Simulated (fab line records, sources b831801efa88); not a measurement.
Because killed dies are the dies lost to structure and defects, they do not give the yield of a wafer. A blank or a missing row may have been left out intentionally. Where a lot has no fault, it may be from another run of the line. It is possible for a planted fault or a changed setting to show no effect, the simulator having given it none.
Which tool was responsible?    flow gf180mcu    route of 602 steps, sampled at 1 step: 6 lots, 18 wafers

== WHAT EACH GAUGE READ, for each wafer ==
GF_V4_CD_MEAS_14: the cd target is 260 nm.
lot   measured      on         cd nm (nm)
L935  day 24 16:43  cd sem-01  260.6 260.6 260.9
L938  day 25 16:46  cd sem-01  261.4 260.7 261.0
L941  day 26 15:37  cd sem-01  259.5 259.8 258.9
L948  day 29 00:32  cd sem-01  259.9 260.2 259.4
L954  day 30 15:02  cd sem-02  261.7 262.1 261.0
L956  day 31 06:34  cd sem-01  259.6 260.4 260.1

== WHICH TOOL RAN EACH LOT (tool, then ch and the chambers of the sampled wafers, then the start) ==
Before these readings, the record contains no process step.

== THE ANSWER, worked out from the rows above alone ==
Rule: what is usual is taken from the lots themselves. The widest of any qualifying gaps counts: lots, ordered by their means at a reading, are off when they make up no more than a third of the lots, leave a main group of 4 or more, and stand apart from it by 3 or more times the standard deviation of that group's means. The tables above print the reading to a certain number of digits; a main group whose means all agree to those digits is not used. Also off: a lot with no number at a reading for which 4 or more lots have one. All remaining lots with rows at the step are treated as sound.
None of the lots is off at any reading shown; this tells nothing.

== WHAT WAS PUT IN BY THE SIMULATOR ==
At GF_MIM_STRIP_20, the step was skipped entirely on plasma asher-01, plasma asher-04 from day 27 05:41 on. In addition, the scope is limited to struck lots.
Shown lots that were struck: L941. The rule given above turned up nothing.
